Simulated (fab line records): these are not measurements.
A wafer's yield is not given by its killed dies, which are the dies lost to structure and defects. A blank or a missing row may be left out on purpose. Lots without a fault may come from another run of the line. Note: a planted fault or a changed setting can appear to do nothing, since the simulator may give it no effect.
Struck lot and sound lot, side by side	flow sky130	22 steps out of a route of 708
Sound: the wafers L297.4, L297.5, L297.6. Struck: wafer L302.1; the same lot's L302.6 was not struck, so it is left out; see the end for the cause.
Each step with rows lists, per side, the tool, then ch with its chambers, then its first start. Under that, the readings that differ: sound wafers	struck wafers	difference of the means	sigmas: that difference in standard deviations of wafers without a fault.
alike: readings whose means differ by less than 2 such deviations, and words and numbers that are the same on both sides. not compared: withheld readings, readings that some wafer has no value for, bounds like >300 that may hide the same value, and numbers for which the record gives no deviation and whose values overlap.
A row with sigmas, a row that says differs or no value, or rows on one side alone: a step with any of these is where the two part. When numbers do not overlap yet have no deviation, they are printed without sigmas and do not part them. A reading that every wafer of one side lacks parts them only if that side has two wafers or more.

first, 1 step without rows for these wafers: SKY_CAPM_DEVELOP_11 (develop time 60 s).
SKY_CAPM_OVL_MEAS_12:
  sound: overlay-01 at day 37 23:44; struck: overlay-02 at day 39 18:23
  alike: CAPM_OVL
SKY_CAPM_METAL_ETCH_13: etches TiN in Cl2/BCl3, stops on SiO2, target depth 220 nm, time 62.9 s.
  sound on rie-metal-01 ch 0,1, day 37 23:48; struck on rie-metal-04 ch 1, day 39 18:25
reading	sound	struck	difference	sigmas
rf-hours-counter-h (h)	- - -	12	no value on the sound wafers	
  alike: chamber-pressure-mTorr, drypump-motor-current-A, oes-product-au, throttle-valve-pct
SKY_CAPM_STRIP_14: strips in O2/N2.
  sound on plasma-asher-03 ch 0,1, day 37 23:54; struck on plasma-asher-01 ch 1, day 39 18:29
reading	sound	struck	difference	sigmas
rf-hours-counter-h (h)	- - -	106	no value on the sound wafers	
  alike: chamber-pressure-mTorr, drypump-motor-current-A, oes-product-au, strip-time-to-endpoint-s
then, 8 steps without rows for these wafers: SKY_CAPM_STRIP_15 (strips in post etch residue remover, time 1200 s); SKY_CAPM_CLEAN_16 (cleans in IPA, time 180 s); SKY_CAPM_CLEAN_17 (cleans in O3/DIW); SKY_METAL3_DEHYDRATE_05 (time 60 s); SKY_METAL3_HMDS_06 (prime time 60 s); SKY_METAL3_COAT_07 (resist thk 60 nm); SKY_METAL3_COAT_08 (resist thk 1140 nm); SKY_METAL3_SOFTBAKE_09 (time 90 s).
SKY_METAL3_EXPOSE_10: exposes mask MM3, target cd 300 nm.
  sound on krf-scanner-02 ch 0, day 38 13:56; struck on krf-scanner-01 ch 0, day 40 07:36
  alike: mask, exposure-dose-mJ-cm2
then, 2 steps without rows for these wafers: SKY_METAL3_PEB_11; SKY_METAL3_DEVELOP_12 (develop time 60 s).
SKY_METAL3_CD_MEAS_13: the cd target is 300 nm.
  sound: cd-sem-02 at day 39 02:05; struck: cd-sem-02 at day 40 19:56
reading	sound	struck	difference	sigmas
cd-nm (nm)	301.2 299.5 299.7	289.4	-10.7	-8
SKY_METAL3_OVL_MEAS_14:
  sound: overlay-01 at day 39 02:10; struck: overlay-01 at day 40 20:03
  alike: METAL3_OVL
SKY_METAL3_DESCUM_15: chemistry O2, time 8 s.
  sound on rie-metal-02 ch 0,1, day 39 02:12; struck on rie-metal-04 ch 0, day 40 20:05
reading	sound	struck	difference	sigmas
rf-hours-counter-h (h)	- - -	17	no value on the sound wafers	
model.METAL3.cd-nm (nm)	301.7 299.7 300.4	289.6	-11.0	
  alike: chamber-pressure-mTorr, drypump-motor-current-A, oes-product-au
SKY_METAL3_ETCH_16: etches BARC in N2/H2, stops on SiO2, time 88.2 s, target depth 60 nm.
  sound on rie-metal-02 ch 0,1, day 39 02:15; struck on rie-metal-04 ch 0, day 40 20:07
reading	sound	struck	difference	sigmas
rf-hours-counter-h (h)	- - -	17	no value on the sound wafers	
  alike: chamber-pressure-mTorr, drypump-motor-current-A, oes-product-au, throttle-valve-pct
SKY_METAL3_ETCH_17: etches SiO2 in C4F8/O2/Ar, stops on TiN, time 3.9 s, target depth 15 nm.
  sound on rie-diel-01 ch 0,1,2, day 39 02:19; struck on rie-diel-02 ch 0, day 40 20:13
  alike: chamber-pressure-mTorr, oes-product-au
SKY_METAL3_METAL_ETCH_18: etches the open film in Cl2/BCl3, stops on SiO2, target depth 845 nm, time 183.1 s.
  sound on rie-metal-03 ch 0,1, day 39 02:24; struck on rie-metal-02 ch 0, day 40 20:14
reading	sound	struck	difference	sigmas
rf-hours-counter-h (h)	- - -	10	no value on the sound wafers	
model.METAL3.cd-nm (nm)	302.6 298.6 296.1	290	-9	
  alike: chamber-pressure-mTorr, drypump-motor-current-A, oes-product-au, throttle-valve-pct
SKY_METAL3_STRIP_19: strips in O2/N2.
  sound on plasma-asher-03 ch 0,1, day 39 02:33; struck on plasma-asher-03 ch 1, day 40 20:25
reading	sound	struck	difference	sigmas
rf-hours-counter-h (h)	- - -	52	no value on the sound wafers	
  alike: chamber-pressure-mTorr, drypump-motor-current-A, oes-product-au, strip-time-to-endpoint-s

## WHERE THEY PART
At SKY_CAPM_METAL_ETCH_13 first; at SKY_METAL3_STRIP_19 last (within this record only).

WHY: whatever the simulator had introduced
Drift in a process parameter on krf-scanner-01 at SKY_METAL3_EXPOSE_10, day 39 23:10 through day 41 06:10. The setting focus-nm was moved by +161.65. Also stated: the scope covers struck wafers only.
